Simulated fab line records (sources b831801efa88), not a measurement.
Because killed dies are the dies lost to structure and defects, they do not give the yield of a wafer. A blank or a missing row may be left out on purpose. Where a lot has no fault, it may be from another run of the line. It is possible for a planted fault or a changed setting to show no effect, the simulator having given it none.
fab line records :: flow sfq-line
record:
  lots: 6
  wafers: 18
  last-day: 91
route steps=325 shown M5@198 A5B@209
lots that met no fault: taken from a fault-free run of the same line
start-h: start of the lot's first displayed wafer, in hours after the record's first day :: wait-h: how many hours have passed since the lot's step before this one :: " as in the row above :: L1.1+2: several wafers, shown together as one row :: - no value present, or no start provided :: * or withheld: withheld :: < > ~ a bound
route shown NAME@n: a module of which the file shows steps, and the number in the route of the first :: usual: the fault-free wafers' mean and standard deviation :: same: alike in all rows :: chamber/n: place in a boat :: sites: the reading at each site :: _std_site: standard deviation of those values :: _edge_site: outer sites' mean less inner sites' :: radius-mm: for every site, how far away it sits from the centre of the wafer :: mask NAME#n: copy n :: behind: the most recent tool/chamber to have shaped the wafer :: hold: why the lot was held/for how many hours/how that ended :: device: the transistor (n, p or np) that didn't switch :: end of line: at the end of the route, the tests of the same wafers :: a step without rows: its recipe alone :: killed: dies lost to structure and defects at the first sort, not the wafer's yield :: map: per-die view of a wafer (x killed, . not killed, _ where there is no die)
set.NAME: setting as actually run; set.NAME@STEP: the setting as run at that earlier step :: model.NAME: the simulator's own value behind a step, which no gauge read
lots seen at some steps along the route; tables by step, rows by wafer
services: the hour from which a tool's chamber was out of use, counted from the record's first day as start-h (under 0 if before that day), plus the number of hours and why
== steps ==
step: SFQ_TRILAYER_M5_LITHO_COAT_128
recipe:
  resist: BARC
  spin-rpm: 3000
  resist-thk-nm: 62
step: SFQ_TRILAYER_M5_LITHO_COAT_123
recipe:
  resist: KrF
  spin-rpm: 3000
  resist-thk-nm: 600
step: SFQ_TRILAYER_M5_LITHO_SOFTBAKE_127
recipe:
  temp-c: withheld
  time-s: withheld
  resist: KrF
step: SFQ_TRILAYER_M5_LITHO_EXPOSE_124
recipe:
  mask-id: M5
  na: 0.6
  source-shape: conventional
  sigma-outer: 0.65
  target-cd-nm: 700
  dose-mj: 14.4
step: SFQ_TRILAYER_M5_LITHO_PEB_126
recipe:
  peb-temp-c: 115
  peb-time-s: 60
  resist: KrF
step: SFQ_TRILAYER_M5_LITHO_DEVELOP_125
recipe:
  time-s: 60
  resist: KrF
step: SFQ_M5_OVL_MEAS_932
usual:
  M5_OVL: 0/4.9
lot.wafer: L620.3
tool: overlay-01
chamber: -
start-h: 1386.14
wait-h: 0.1
M5_OVL[nm]: -3

lot.wafer: L620.4
tool: overlay-01
chamber: -
start-h: 1386.14
wait-h: 0.1
M5_OVL[nm]: 3

lot.wafer: L620.5
tool: overlay-01
chamber: -
start-h: 1386.14
wait-h: 0.1
M5_OVL[nm]: 3

lot.wafer: L623.1
tool: overlay-01
chamber: -
start-h: 1438.47
wait-h: 0.1
M5_OVL[nm]: 8

lot.wafer: L623.3
tool: overlay-01
chamber: -
start-h: 1438.47
wait-h: 0.1
M5_OVL[nm]: 5

lot.wafer: L623.5
tool: overlay-01
chamber: -
start-h: 1438.47
wait-h: 0.1
M5_OVL[nm]: 3

lot.wafer: L625.2
tool: overlay-02
chamber: -
start-h: 1443.28
wait-h: 0.1
M5_OVL[nm]: -3

lot.wafer: L625.5
tool: overlay-02
chamber: -
start-h: 1443.28
wait-h: 0.1
M5_OVL[nm]: 1

lot.wafer: L625.6
tool: overlay-02
chamber: -
start-h: 1443.28
wait-h: 0.1
M5_OVL[nm]: -5

lot.wafer: L626.3
tool: overlay-02
chamber: -
start-h: 1448.21
wait-h: 0.1
M5_OVL[nm]: 13

lot.wafer: L626.4
tool: overlay-02
chamber: -
start-h: 1448.21
wait-h: 0.1
M5_OVL[nm]: 3

lot.wafer: L626.6
tool: overlay-02
chamber: -
start-h: 1448.21
wait-h: 0.1
M5_OVL[nm]: 7

lot.wafer: L628.1
tool: overlay-01
chamber: -
start-h: 1457.92
wait-h: 0.1
M5_OVL[nm]: -3

lot.wafer: L628.2
tool: overlay-01
chamber: -
start-h: 1457.92
wait-h: 0.1
M5_OVL[nm]: -5

lot.wafer: L628.5
tool: overlay-01
chamber: -
start-h: 1457.92
wait-h: 0.1
M5_OVL[nm]: -4

lot.wafer: L635.1
tool: overlay-01
chamber: -
start-h: 1514.37
wait-h: 0.1
M5_OVL[nm]: 3

lot.wafer: L635.4
tool: overlay-01
chamber: -
start-h: 1514.37
wait-h: 0.1
M5_OVL[nm]: 10

lot.wafer: L635.6
tool: overlay-01
chamber: -
start-h: 1514.37
wait-h: 0.1
M5_OVL[nm]: 7
step: SFQ_TRILAYER_M5_BARC_OPEN_METAL_ETCH_161
recipe:
  mask-material: PR
  chemistry: O2
  target-depth-nm: 125
  target: BARC
  icp-w: 600
  bias-w: 80
  pressure-mtorr: 10
  time-s: 41.7
usual:
  drypump-motor-current-A: 5.6/0.55
  he-backside-leak-sccm: 3.45/0.26
  oes-product-au: 0.685/0.005
lot.wafer: L620.3
tool: rie-metal-02
chamber: 0
start-h: 1386.18
wait-h: 0.0
drypump-motor-current-A: 6.3
he-backside-leak-sccm: 3.28
oes-product-au: 0.683
rf-hours-counter-h: -

lot.wafer: L620.4
tool: rie-metal-02
chamber: 1
start-h: 1386.18
wait-h: 0.0
drypump-motor-current-A: 5.0
he-backside-leak-sccm: 3.67
oes-product-au: 0.681
rf-hours-counter-h: -

lot.wafer: L620.5
tool: rie-metal-02
chamber: 0
start-h: 1386.18
wait-h: 0.0
drypump-motor-current-A: 6.3
he-backside-leak-sccm: 3.30
oes-product-au: 0.681
rf-hours-counter-h: -

lot.wafer: L623.1
tool: rie-metal-02
chamber: 1
start-h: 1438.51
wait-h: 0.0
drypump-motor-current-A: 5.1
he-backside-leak-sccm: 5.63
oes-product-au: 0.689
rf-hours-counter-h: 40

lot.wafer: L623.3
tool: rie-metal-02
chamber: 1
start-h: 1438.51
wait-h: 0.0
drypump-motor-current-A: 5.1
he-backside-leak-sccm: 3.55
oes-product-au: 0.680
rf-hours-counter-h: -

lot.wafer: L623.5
tool: rie-metal-02
chamber: 0
start-h: 1438.51
wait-h: 0.0
drypump-motor-current-A: 6.3
he-backside-leak-sccm: 3.38
oes-product-au: 0.683
rf-hours-counter-h: -

lot.wafer: L625.2
tool: rie-metal-02
chamber: 0
start-h: 1443.31
wait-h: 0.0
drypump-motor-current-A: 6.3
he-backside-leak-sccm: 3.32
oes-product-au: 0.678
rf-hours-counter-h: 101

lot.wafer: L625.5
tool: rie-metal-02
chamber: 1
start-h: 1443.31
wait-h: 0.0
drypump-motor-current-A: 5.1
he-backside-leak-sccm: 3.61
oes-product-au: 0.692
rf-hours-counter-h: -

lot.wafer: L625.6
tool: rie-metal-02
chamber: 0
start-h: 1443.31
wait-h: 0.0
drypump-motor-current-A: 6.3
he-backside-leak-sccm: 3.40
oes-product-au: 0.688
rf-hours-counter-h: -

lot.wafer: L626.3
tool: rie-metal-02
chamber: 0
start-h: 1448.25
wait-h: 0.0
drypump-motor-current-A: 6.3
he-backside-leak-sccm: 3.35
oes-product-au: 0.681
rf-hours-counter-h: -

lot.wafer: L626.4
tool: rie-metal-02
chamber: 1
start-h: 1448.25
wait-h: 0.0
drypump-motor-current-A: 5.1
he-backside-leak-sccm: 3.65
oes-product-au: 0.685
rf-hours-counter-h: -

lot.wafer: L626.6
tool: rie-metal-02
chamber: 1
start-h: 1448.25
wait-h: 0.0
drypump-motor-current-A: 5.1
he-backside-leak-sccm: 3.56
oes-product-au: 0.681
rf-hours-counter-h: -

lot.wafer: L628.1
tool: rie-metal-02
chamber: 0
start-h: 1457.96
wait-h: 0.0
drypump-motor-current-A: 6.3
he-backside-leak-sccm: 3.32
oes-product-au: 0.692
rf-hours-counter-h: 103

lot.wafer: L628.2
tool: rie-metal-02
chamber: 1
start-h: 1457.96
wait-h: 0.0
drypump-motor-current-A: 5.1
he-backside-leak-sccm: 3.25
oes-product-au: 0.687
rf-hours-counter-h: 43

lot.wafer: L628.5
tool: rie-metal-02
chamber: 1
start-h: 1457.96
wait-h: 0.0
drypump-motor-current-A: 5.1
he-backside-leak-sccm: 3.34
oes-product-au: 0.685
rf-hours-counter-h: -

lot.wafer: L635.1
tool: rie-metal-03
chamber: 1
start-h: 1514.40
wait-h: 0.0
drypump-motor-current-A: 5.2
he-backside-leak-sccm: 3.15
oes-product-au: 0.686
rf-hours-counter-h: 14

lot.wafer: L635.4
tool: rie-metal-03
chamber: 1
start-h: 1514.40
wait-h: 0.0
drypump-motor-current-A: 5.2
he-backside-leak-sccm: 3.20
oes-product-au: 0.699
rf-hours-counter-h: -

lot.wafer: L635.6
tool: rie-metal-03
chamber: 1
start-h: 1514.40
wait-h: 0.0
drypump-motor-current-A: 5.2
he-backside-leak-sccm: 3.34
oes-product-au: 0.688
rf-hours-counter-h: -
step: SFQ_TRILAYER_M5_ETCH_METAL_ETCH_126
recipe:
  target: Nb
  stop-on: SiO2
  mask-material: PR
  over-etch-frac: 0.15
  time-s: 203.2
  chemistry: Cl2/BCl3
  target-depth-nm: 265
  icp-w: 600
  bias-w: 80
  pressure-mtorr: 10
usual:
  drypump-motor-current-A: 5.6/0.55
  he-backside-leak-sccm: 3.43/0.2
  oes-product-au: 0.730/0.0059
lot.wafer: L620.3
tool: rie-metal-02
chamber: 0
start-h: 1386.29
wait-h: 0.1
drypump-motor-current-A: 6.3
he-backside-leak-sccm: 3.25
oes-product-au: 0.736
rf-hours-counter-h: -

lot.wafer: L620.4
tool: rie-metal-02
chamber: 1
start-h: 1386.29
wait-h: 0.1
drypump-motor-current-A: 5.1
he-backside-leak-sccm: 3.56
oes-product-au: 0.735
rf-hours-counter-h: -

lot.wafer: L620.5
tool: rie-metal-02
chamber: 0
start-h: 1386.29
wait-h: 0.1
drypump-motor-current-A: 6.3
he-backside-leak-sccm: 3.29
oes-product-au: 0.731
rf-hours-counter-h: -

lot.wafer: L623.1
tool: rie-metal-02
chamber: 1
start-h: 1438.57
wait-h: 0.0
drypump-motor-current-A: 5.1
he-backside-leak-sccm: 3.66
oes-product-au: 0.733
rf-hours-counter-h: 40

lot.wafer: L623.3
tool: rie-metal-02
chamber: 1
start-h: 1438.57
wait-h: 0.0
drypump-motor-current-A: 5.1
he-backside-leak-sccm: 3.67
oes-product-au: 0.726
rf-hours-counter-h: -

lot.wafer: L623.5
tool: rie-metal-02
chamber: 0
start-h: 1438.57
wait-h: 0.0
drypump-motor-current-A: 6.3
he-backside-leak-sccm: 3.31
oes-product-au: 0.732
rf-hours-counter-h: -

lot.wafer: L625.2
tool: rie-metal-02
chamber: 0
start-h: 1443.37
wait-h: 0.0
drypump-motor-current-A: 6.3
he-backside-leak-sccm: 3.23
oes-product-au: 0.735
rf-hours-counter-h: 101

lot.wafer: L625.5
tool: rie-metal-02
chamber: 1
start-h: 1443.37
wait-h: 0.0
drypump-motor-current-A: 5.1
he-backside-leak-sccm: 3.25
oes-product-au: 0.740
rf-hours-counter-h: -

lot.wafer: L625.6
tool: rie-metal-02
chamber: 0
start-h: 1443.37
wait-h: 0.0
drypump-motor-current-A: 6.3
he-backside-leak-sccm: 3.32
oes-product-au: 0.729
rf-hours-counter-h: -

lot.wafer: L626.3
tool: rie-metal-02
chamber: 0
start-h: 1448.36
wait-h: 0.1
drypump-motor-current-A: 6.3
he-backside-leak-sccm: 3.28
oes-product-au: 0.728
rf-hours-counter-h: -

lot.wafer: L626.4
tool: rie-metal-02
chamber: 1
start-h: 1448.36
wait-h: 0.1
drypump-motor-current-A: 5.0
he-backside-leak-sccm: 3.62
oes-product-au: 0.736
rf-hours-counter-h: -

lot.wafer: L626.6
tool: rie-metal-02
chamber: 1
start-h: 1448.36
wait-h: 0.1
drypump-motor-current-A: 5.1
he-backside-leak-sccm: 3.72
oes-product-au: 0.730
rf-hours-counter-h: -

lot.wafer: L628.1
tool: rie-metal-02
chamber: 0
start-h: 1458.02
wait-h: 0.0
drypump-motor-current-A: 6.3
he-backside-leak-sccm: 3.52
oes-product-au: 0.733
rf-hours-counter-h: 103

lot.wafer: L628.2
tool: rie-metal-02
chamber: 1
start-h: 1458.02
wait-h: 0.0
drypump-motor-current-A: 5.1
he-backside-leak-sccm: 3.64
oes-product-au: 0.727
rf-hours-counter-h: 43

lot.wafer: L628.5
tool: rie-metal-02
chamber: 1
start-h: 1458.02
wait-h: 0.0
drypump-motor-current-A: 5.1
he-backside-leak-sccm: 3.66
oes-product-au: 0.728
rf-hours-counter-h: -

lot.wafer: L635.1
tool: rie-metal-03
chamber: 1
start-h: 1514.52
wait-h: 0.1
drypump-motor-current-A: 5.2
he-backside-leak-sccm: 3.42
oes-product-au: 0.725
rf-hours-counter-h: 14

lot.wafer: L635.4
tool: rie-metal-03
chamber: 1
start-h: 1514.52
wait-h: 0.1
drypump-motor-current-A: 5.2
he-backside-leak-sccm: 3.14
oes-product-au: 0.742
rf-hours-counter-h: -

lot.wafer: L635.6
tool: rie-metal-03
chamber: 1
start-h: 1514.52
wait-h: 0.1
drypump-motor-current-A: 5.3
he-backside-leak-sccm: 3.31
oes-product-au: 0.726
rf-hours-counter-h: -
step: SFQ_TRILAYER_M5_STRIP_STRIP_127
recipe:
  gas: O2
  power-w: 200
  platen-temp-c: 40
  overash-fraction: 0.65
  chemistry: O2
  pressure-mtorr: 50
usual:
  drypump-motor-current-A: 5.6/0.56
  he-backside-leak-sccm: 3.5/0.32
  oes-product-au: 0.999/0.0091
  platen-temp-c: 40.01/0.099
lot.wafer: L620.3
tool: rie-metal-02
chamber: 0
start-h: 1386.62
wait-h: 0.3
drypump-motor-current-A: 6.3
he-backside-leak-sccm: 3.4
oes-product-au: 0.995
platen-temp-c: 39.92
rf-hours-counter-h: -

lot.wafer: L620.4
tool: rie-metal-02
chamber: 1
start-h: 1386.62
wait-h: 0.3
drypump-motor-current-A: 5.0
he-backside-leak-sccm: 3.7
oes-product-au: 0.995
platen-temp-c: 40.23
rf-hours-counter-h: -

lot.wafer: L620.5
tool: rie-metal-02
chamber: 0
start-h: 1386.62
wait-h: 0.3
drypump-motor-current-A: 6.3
he-backside-leak-sccm: 3.5
oes-product-au: 0.994
platen-temp-c: 39.98
rf-hours-counter-h: -

lot.wafer: L623.1
tool: rie-metal-02
chamber: 1
start-h: 1438.76
wait-h: 0.1
drypump-motor-current-A: 5.1
he-backside-leak-sccm: 3.7
oes-product-au: 1.001
platen-temp-c: 40.01
rf-hours-counter-h: 40

lot.wafer: L623.3
tool: rie-metal-02
chamber: 1
start-h: 1438.76
wait-h: 0.1
drypump-motor-current-A: 5.1
he-backside-leak-sccm: 3.5
oes-product-au: 1.010
platen-temp-c: 40.04
rf-hours-counter-h: -

lot.wafer: L623.5
tool: rie-metal-02
chamber: 0
start-h: 1438.76
wait-h: 0.1
drypump-motor-current-A: 6.3
he-backside-leak-sccm: 3.4
oes-product-au: 1.009
platen-temp-c: 40.05
rf-hours-counter-h: -

lot.wafer: L625.2
tool: rie-metal-02
chamber: 0
start-h: 1443.56
wait-h: 0.1
drypump-motor-current-A: 6.3
he-backside-leak-sccm: 3.5
oes-product-au: 1.014
platen-temp-c: 39.90
rf-hours-counter-h: 101

lot.wafer: L625.5
tool: rie-metal-02
chamber: 1
start-h: 1443.56
wait-h: 0.1
drypump-motor-current-A: 5.1
he-backside-leak-sccm: 3.5
oes-product-au: 0.999
platen-temp-c: 39.95
rf-hours-counter-h: -

lot.wafer: L625.6
tool: rie-metal-02
chamber: 0
start-h: 1443.56
wait-h: 0.1
drypump-motor-current-A: 6.3
he-backside-leak-sccm: 3.4
oes-product-au: 1.007
platen-temp-c: 39.92
rf-hours-counter-h: -

lot.wafer: L626.3
tool: rie-metal-02
chamber: 0
start-h: 1448.69
wait-h: 0.3
drypump-motor-current-A: 6.3
he-backside-leak-sccm: 3.3
oes-product-au: 1.017
platen-temp-c: 39.85
rf-hours-counter-h: -

lot.wafer: L626.4
tool: rie-metal-02
chamber: 1
start-h: 1448.69
wait-h: 0.3
drypump-motor-current-A: 5.1
he-backside-leak-sccm: 3.4
oes-product-au: 1.003
platen-temp-c: 40.00
rf-hours-counter-h: -

lot.wafer: L626.6
tool: rie-metal-02
chamber: 1
start-h: 1448.69
wait-h: 0.3
drypump-motor-current-A: 5.1
he-backside-leak-sccm: 3.7
oes-product-au: 1.008
platen-temp-c: 40.05
rf-hours-counter-h: -

lot.wafer: L628.1
tool: rie-metal-02
chamber: 0
start-h: 1458.21
wait-h: 0.1
drypump-motor-current-A: 6.3
he-backside-leak-sccm: 3.3
oes-product-au: 1.007
platen-temp-c: 39.83
rf-hours-counter-h: 103

lot.wafer: L628.2
tool: rie-metal-02
chamber: 1
start-h: 1458.21
wait-h: 0.1
drypump-motor-current-A: 5.1
he-backside-leak-sccm: 3.5
oes-product-au: 0.999
platen-temp-c: 39.98
rf-hours-counter-h: 43

lot.wafer: L628.5
tool: rie-metal-02
chamber: 1
start-h: 1458.21
wait-h: 0.1
drypump-motor-current-A: 5.1
he-backside-leak-sccm: 6.5
oes-product-au: 1.005
platen-temp-c: 39.93
rf-hours-counter-h: -

lot.wafer: L635.1
tool: rie-metal-03
chamber: 1
start-h: 1514.91
wait-h: 0.3
drypump-motor-current-A: 5.3
he-backside-leak-sccm: 3.2
oes-product-au: 0.985
platen-temp-c: 40.06
rf-hours-counter-h: 15

lot.wafer: L635.4
tool: rie-metal-03
chamber: 1
start-h: 1514.91
wait-h: 0.3
drypump-motor-current-A: 5.3
he-backside-leak-sccm: 3.2
oes-product-au: 0.992
platen-temp-c: 40.10
rf-hours-counter-h: -

lot.wafer: L635.6
tool: rie-metal-03
chamber: 1
start-h: 1514.91
wait-h: 0.3
drypump-motor-current-A: 5.3
he-backside-leak-sccm: 3.3
oes-product-au: 0.994
platen-temp-c: 40.12
rf-hours-counter-h: -
step: SFQ_TRILAYER_M5_STRIP_SOLV_CLEAN_128
recipe:
  chemistry: NMP
  temp-c: 70
  time-s: 600
step: SFQ_TRILAYER_A5B_DEP_PECVD_129
recipe:
  material: SiO2
  temp-c: 150
  time-s: 133.33
  pressure-torr: 2.4
  rf-w: 185.5
  precursor: SiH4/N2O
  target-thk-nm: 600
usual:
  heater-power-outer-w: 30/6.5
  heater-power-w: 84/11
  throttle-valve-pct: 25.2/1.2
lot.wafer: L620.3
tool: pecvd-04
chamber: 2
start-h: 1387.19
wait-h: 0.0
heater-power-outer-w: 25
heater-power-w: 87
throttle-valve-pct: 24.3

lot.wafer: L620.4
tool: pecvd-04
chamber: 2
start-h: 1387.19
wait-h: 0.0
heater-power-outer-w: 26
heater-power-w: 89
throttle-valve-pct: 24.6

lot.wafer: L620.5
tool: pecvd-04
chamber: 1
start-h: 1387.19
wait-h: 0.0
heater-power-outer-w: 34
heater-power-w: 81
throttle-valve-pct: 26.7

lot.wafer: L623.1
tool: pecvd-03
chamber: 2
start-h: 1439.54
wait-h: 0.0
heater-power-outer-w: 42
heater-power-w: 96
throttle-valve-pct: 24.1

lot.wafer: L623.3
tool: pecvd-03
chamber: 1
start-h: 1439.54
wait-h: 0.0
heater-power-outer-w: 33
heater-power-w: 87
throttle-valve-pct: 27.1

lot.wafer: L623.5
tool: pecvd-03
chamber: 2
start-h: 1439.54
wait-h: 0.0
heater-power-outer-w: 30
heater-power-w: 79
throttle-valve-pct: 24.3

lot.wafer: L625.2
tool: pecvd-01
chamber: 0
start-h: 1444.34
wait-h: 0.0
heater-power-outer-w: 28
heater-power-w: 84
throttle-valve-pct: 24.3

lot.wafer: L625.5
tool: pecvd-01
chamber: 0
start-h: 1444.34
wait-h: 0.0
heater-power-outer-w: 33
heater-power-w: 88
throttle-valve-pct: 24.7

lot.wafer: L625.6
tool: pecvd-01
chamber: 1
start-h: 1444.34
wait-h: 0.0
heater-power-outer-w: 41
heater-power-w: 100
throttle-valve-pct: 24.4

lot.wafer: L626.3
tool: pecvd-03
chamber: 2
start-h: 1449.26
wait-h: 0.0
heater-power-outer-w: 31
heater-power-w: 82
throttle-valve-pct: 24.0

lot.wafer: L626.4
tool: pecvd-03
chamber: 1
start-h: 1449.26
wait-h: 0.0
heater-power-outer-w: 31
heater-power-w: 85
throttle-valve-pct: 27.1

lot.wafer: L626.6
tool: pecvd-03
chamber: 2
start-h: 1449.26
wait-h: 0.0
heater-power-outer-w: 35
heater-power-w: 85
throttle-valve-pct: 24.1

lot.wafer: L628.1
tool: pecvd-04
chamber: 0
start-h: 1458.99
wait-h: 0.0
heater-power-outer-w: 23
heater-power-w: 64
throttle-valve-pct: 26.4

lot.wafer: L628.2
tool: pecvd-04
chamber: 2
start-h: 1458.99
wait-h: 0.0
heater-power-outer-w: 23
heater-power-w: 88
throttle-valve-pct: 24.9

lot.wafer: L628.5
tool: pecvd-04
chamber: 2
start-h: 1458.99
wait-h: 0.0
heater-power-outer-w: 26
heater-power-w: 90
throttle-valve-pct: 24.8

lot.wafer: L635.1
tool: pecvd-01
chamber: 0
start-h: 1516.29
wait-h: 0.0
heater-power-outer-w: 41
heater-power-w: 101
throttle-valve-pct: 24.5

lot.wafer: L635.4
tool: pecvd-01
chamber: 1
start-h: 1516.29
wait-h: 0.0
heater-power-outer-w: 41
heater-power-w: 101
throttle-valve-pct: 24.6

lot.wafer: L635.6
tool: pecvd-01
chamber: 0
start-h: 1516.29
wait-h: 0.0
heater-power-outer-w: 27
heater-power-w: 81
throttle-valve-pct: 24.8
step: SFQ_TRILAYER_A5B_CMP_CMP_130
recipe:
  stop-on: Nb
  down-force-psi: 3
  platen-rpm: 60
  target-thk-nm: 340.7
usual:
  motor-current-A: 10.7/1.1
  platen-rpm: 60.00/0.046
lot.wafer: L620.4
tool: cmp-02
chamber: 2
start-h: 1393.02
wait-h: 5.7
motor-current-A: 10.8
platen-rpm: 59.97

lot.wafer: L620.3
tool: cmp-02
chamber: 3
start-h: 1393.02
wait-h: 5.7
motor-current-A: 11.0
platen-rpm: 60.14

lot.wafer: L620.5
tool: cmp-02
chamber: 0
start-h: 1393.02
wait-h: 5.7
motor-current-A: 11.6
platen-rpm: 60.08

lot.wafer: L623.3
tool: cmp-01
chamber: 1
start-h: 1439.63
wait-h: 0.0
motor-current-A: 9.9
platen-rpm: 59.91

lot.wafer: L623.1
tool: cmp-01
chamber: 2
start-h: 1439.63
wait-h: 0.0
motor-current-A: 8.9
platen-rpm: 59.97

lot.wafer: L623.5
tool: cmp-01
chamber: 1
start-h: 1441.63
wait-h: 2.0
motor-current-A: 9.5
platen-rpm: 59.95

lot.wafer: L625.2
tool: cmp-02
chamber: 0
start-h: 1445.93
wait-h: 1.5
motor-current-A: 10.5
platen-rpm: 59.95

lot.wafer: L625.6
tool: cmp-02
chamber: 1
start-h: 1445.93
wait-h: 1.5
motor-current-A: 9.5
platen-rpm: 59.91

lot.wafer: L625.5
tool: cmp-02
chamber: 2
start-h: 1445.93
wait-h: 1.5
motor-current-A: 10.7
platen-rpm: 60.00

lot.wafer: L626.4
tool: cmp-01
chamber: 2
start-h: 1449.85
wait-h: 0.5
motor-current-A: 8.7
platen-rpm: 54.07

lot.wafer: L626.3
tool: cmp-01
chamber: 0
start-h: 1450.85
wait-h: 1.5
motor-current-A: 11.5
platen-rpm: 53.99

lot.wafer: L626.6
tool: cmp-01
chamber: 2
start-h: 1451.85
wait-h: 2.5
motor-current-A: 9.1
platen-rpm: 54.04

lot.wafer: L628.2
tool: cmp-01
chamber: 1
start-h: 1459.58
wait-h: 0.5
motor-current-A: 9.6
platen-rpm: 54.02

lot.wafer: L628.1
tool: cmp-01
chamber: 3
start-h: 1460.58
wait-h: 1.5
motor-current-A: 12.0
platen-rpm: 54.01

lot.wafer: L628.5
tool: cmp-01
chamber: 1
start-h: 1461.58
wait-h: 2.5
motor-current-A: 10.0
platen-rpm: 54.03

lot.wafer: L635.4
tool: cmp-02
chamber: 0
start-h: 1516.88
wait-h: 0.5
motor-current-A: 11.0
platen-rpm: 60.03

lot.wafer: L635.1
tool: cmp-02
chamber: 2
start-h: 1517.88
wait-h: 1.5
motor-current-A: 10.4
platen-rpm: 59.96

lot.wafer: L635.6
tool: cmp-02
chamber: 3
start-h: 1517.88
wait-h: 1.5
motor-current-A: 11.6
platen-rpm: 60.05
step: SFQ_TRILAYER_A5B_METRO_MEASURE_131
usual:
  thk-nm: 344/5.7
lot.wafer: L620.3
tool: film-metro-03
chamber: -
start-h: 1395.42
wait-h: 1.4
thk-nm: 347

lot.wafer: L620.4
tool: film-metro-03
chamber: -
start-h: 1395.42
wait-h: 1.4
thk-nm: 335

lot.wafer: L620.5
tool: film-metro-03
chamber: -
start-h: 1395.42
wait-h: 1.4
thk-nm: 336

lot.wafer: L623.1
tool: film-metro-02
chamber: -
start-h: 1442.63
wait-h: 2.0
thk-nm: 350

lot.wafer: L623.3
tool: film-metro-02
chamber: -
start-h: 1442.63
wait-h: 2.0
thk-nm: 349

lot.wafer: L623.5
tool: film-metro-02
chamber: -
start-h: 1442.63
wait-h: 2.0
thk-nm: 343

lot.wafer: L625.2
tool: film-metro-04
chamber: -
start-h: 1447.63
wait-h: 1.2
thk-nm: 345

lot.wafer: L625.5
tool: film-metro-04
chamber: -
start-h: 1447.63
wait-h: 1.2
thk-nm: 334

lot.wafer: L625.6
tool: film-metro-04
chamber: -
start-h: 1447.63
wait-h: 1.2
thk-nm: 340

lot.wafer: L626.3
tool: film-metro-04
chamber: -
start-h: 1452.75
wait-h: 1.4
thk-nm: 348

lot.wafer: L626.4
tool: film-metro-04
chamber: -
start-h: 1452.75
wait-h: 1.4
thk-nm: 347

lot.wafer: L626.6
tool: film-metro-04
chamber: -
start-h: 1452.75
wait-h: 1.4
thk-nm: 348

lot.wafer: L628.1
tool: film-metro-03
chamber: -
start-h: 1462.08
wait-h: 1.0
thk-nm: 339

lot.wafer: L628.2
tool: film-metro-03
chamber: -
start-h: 1462.08
wait-h: 1.0
thk-nm: 350

lot.wafer: L628.5
tool: film-metro-03
chamber: -
start-h: 1462.08
wait-h: 1.0
thk-nm: 349

lot.wafer: L635.1
tool: film-metro-02
chamber: -
start-h: 1519.38
wait-h: 1.0
thk-nm: 338

lot.wafer: L635.4
tool: film-metro-02
chamber: -
start-h: 1519.38
wait-h: 1.0
thk-nm: 343

lot.wafer: L635.6
tool: film-metro-02
chamber: -
start-h: 1519.38
wait-h: 1.0
thk-nm: 348
== services ==
tool: pecvd-01
chamber: 1
start-h: 1364.53
hours: 2.3
kind: repair

tool: pecvd-04
chamber: -
start-h: 1365.05
hours: 0.8
kind: repair

tool: rie-metal-03
chamber: 1
start-h: 1376.55
hours: -
kind: clean

tool: cmp-02
chamber: -
start-h: 1386.26
hours: 1.4
kind: repair

tool: rie-metal-02
chamber: -
start-h: 1388.53
hours: 0.8
kind: repair

tool: film-metro-02
chamber: -
start-h: 1392.58
hours: 0.4
kind: pm

tool: pecvd-03
chamber: -
start-h: 1393.49
hours: 15.6
kind: pm

tool: rie-metal-03
chamber: -
start-h: 1400.59
hours: 15.6
kind: pm

tool: cmp-02
chamber: -
start-h: 1410.07
hours: 5.9
kind: pm

tool: pecvd-04
chamber: 1
start-h: 1415.63
hours: 4.2
kind: repair

tool: cmp-02
chamber: -
start-h: 1416.07
hours: 0.6
kind: repair

tool: film-metro-03
chamber: -
start-h: 1423.66
hours: 0.7
kind: pm

tool: pecvd-03
chamber: -
start-h: 1423.97
hours: 0.7
kind: repair

tool: cmp-02
chamber: -
start-h: 1429.46
hours: 4.0
kind: pm

tool: film-metro-03
chamber: -
start-h: 1442.20
hours: 1.4
kind: pm

tool: pecvd-04
chamber: -
start-h: 1453.62
hours: 0.5
kind: repair

tool: pecvd-03
chamber: -
start-h: 1461.16
hours: 0.4
kind: repair

tool: pecvd-01
chamber: 2
start-h: 1463.11
hours: 5.6
kind: repair

tool: film-metro-03
chamber: -
start-h: 1469.56
hours: 10.6
kind: repair

tool: film-metro-02
chamber: -
start-h: 1472.93
hours: 0.6
kind: pm

tool: pecvd-01
chamber: 1
start-h: 1480.69
hours: 13.1
kind: repair

tool: film-metro-02
chamber: -
start-h: 1498.01
hours: 1.2
kind: pm

tool: film-metro-03
chamber: -
start-h: 1508.94
hours: 1.9
kind: pm

tool: rie-metal-03
chamber: 0
start-h: 1514.09
hours: 16.6
kind: repair
== key ==
first-sign:
  step: SFQ_TRILAYER_A5B_CMP_CMP_130
  reading: platen-rpm
  direction: down
  sigmas: 99+
  usual: 60.00
  struck: 54.03
effect none on later readings
met-at SFQ_TRILAYER_A5B_CMP_CMP_130
struck-wafers L626.3,L626.4,L626.6,L628.1,L628.2,L628.5
onset-between 1439.63 1449.85
fault:
  kind: process-parameter-drift
  tool: cmp-01
  chamber: -
  onset-h: 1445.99
  steps: SFQ_TRILAYER_A5B_CMP_CMP_130
  channel: platen-rpm
  offset: -6
  shape: step
  end-h: 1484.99
  acts-in: these-recipes-only
  stated: 60
